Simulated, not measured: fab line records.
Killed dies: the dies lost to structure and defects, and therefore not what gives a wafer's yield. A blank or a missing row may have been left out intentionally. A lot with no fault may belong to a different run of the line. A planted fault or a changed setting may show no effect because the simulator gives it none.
One fault through the eyes of 2 desks :: flow sky130 :: each desk has only its own numbers; what lay behind them comes last

== THE TOOL OWNER'S DESK: rie-diel-01 ==
The tool's own readings at SKY_VIA2_ETCH_15 (etches SiO2 in C4F8/O2/Ar, stops on TiN, target depth 546 nm, time 84 s): means of the sampled wafers that have a number, for each lot that ran on this tool. A lot is out of limits, marked OUT, if its mean lies more than 4 standard deviations from the usual mean; the brackets give that distance.
Columns: A = oes-product-au at SKY_VIA2_ETCH_15, usual 0.939 a.u.
lot: L746
first seen here: day 36 16:10
A: 0.936

lot: L755
first seen here: day 38 23:08
A: 0.938

lot: L758
first seen here: day 40 00:26
A: 0.938

lot: L759
first seen here: day 40 18:49
A: 0.937
Result from this desk: across the 4 lots, nothing is out of limits.

== FROM THE METROLOGY DESK ==
What the gauges read, lot by lot, whatever tool the lot ran on: means of the sampled wafers that have a number. A lot is out of limits, marked OUT, if its mean lies more than 4 standard deviations from the usual mean; the brackets give that distance.
Columns: A = VIA2_W_RS at SKY_VIA2_RS_MEAS_22, usual 0.269 ohm/sq; B = VIA2_W_THK at SKY_VIA2_THK_MEAS_23, usual 410 nm
lot: L746
first seen here: day 36 17:05
A: 0.269
B: 392

lot: L748
first seen here: day 37 06:36
A: 0.273
B: 410

lot: L752
first seen here: day 38 04:04
A: 0.267
B: 403

lot: L755
first seen here: day 38 23:59
A: 0.272
B: 408

lot: L758
first seen here: day 40 01:27
A: 0.270
B: 409

lot: L759
first seen here: day 40 19:40
A: 0.269
B: 408

lot: L761
first seen here: day 41 11:10
A: 0.272
B: 414

lot: L762
first seen here: day 41 20:52
A: 0.272
B: 413

lot: L764
first seen here: day 41 22:47
A: 0.268
B: 412

lot: L763
first seen here: day 41 23:47
A: 0.270
B: 401

lot: L765
first seen here: day 42 03:05
A: 0.272
B: 411
Result from this desk: across the 11 lots, nothing is out of limits.

== BROUGHT TOGETHER ==
Nothing out of limits was seen by the tool owner's desk.
From the metrology desk's view, nothing was out of limits.

== WHAT THE SIMULATOR HAD INSERTED ==
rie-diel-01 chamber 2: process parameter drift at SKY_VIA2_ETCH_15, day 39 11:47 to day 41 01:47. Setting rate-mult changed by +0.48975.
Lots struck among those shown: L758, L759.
